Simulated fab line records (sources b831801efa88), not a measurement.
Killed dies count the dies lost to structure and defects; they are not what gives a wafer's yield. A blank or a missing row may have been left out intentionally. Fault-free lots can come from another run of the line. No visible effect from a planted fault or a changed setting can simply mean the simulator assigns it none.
Chamber matching    flow sky130    pecvd-03 running SKY_CONTACT_CVD_00: 3 sister chambers
The step deposits Si3N4, target thk 75 nm. 16 wafers are shown with their chamber, then 8 later ones without.

== WAFERS PAIRED WITH THEIR CHAMBERS ==
wafer   chamber  heater-power-w (W)
L438.1  2        737
L438.3  1        804
L438.4  0        658
L440.1  0        605
L440.3  1        715
L440.6  2        758
L443.2  2        669
L443.3  2        661
L443.5  2        662
L444.2  2        690
L444.4  2        680
L444.5  1        829
L449.1  1        857
L449.4  0        651
L449.6  1        693
L451.2  1        787

SIGNATURES (means of the wafers above)
reading         chamber 0  chamber 1  chamber 2  scatter within a chamber
heater-power-w  638.00     780.83     693.86     49.1
Rule: a wafer lies at a distance from a chamber equal to the root of the sum of squares, over the readings, of (its reading less the chamber's mean, divided by the reading's scatter). The wafer belongs to the nearest chamber; if the next one is less than 2 further off, it can't be placed. The scatter is the square root of a quotient: the sum, over the shown wafers, of each reading's squared deviation from its chamber's mean, divided by wafers minus chambers.

== WAFERS MISSING THEIR CHAMBER ==
wafer   heater-power-w (W)
L451.4  599
L451.6  720
L460.1  780
L460.2  722
L460.4  792
L461.1  592
L461.2  707
L461.3  703

== WHICH CHAMBER EACH ONE RAN IN ==
wafer   from the rows above           in truth
L451.4  can't be placed: 0 or 2       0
L451.6  can't be placed: 2 or 1 or 0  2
L460.1  can't be placed: 1 or 2       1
L460.2  can't be placed: 2 or 1 or 0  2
L460.4  can't be placed: 1 or 2       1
L461.1  can't be placed: 0 or 2       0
L461.2  can't be placed: 2 or 0 or 1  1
L461.3  can't be placed: 2 or 0 or 1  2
Correctly placed: 0 of 8. Not placeable from these rows: 8 (in 8, the candidates include the true chamber). Number placed wrongly: 0.
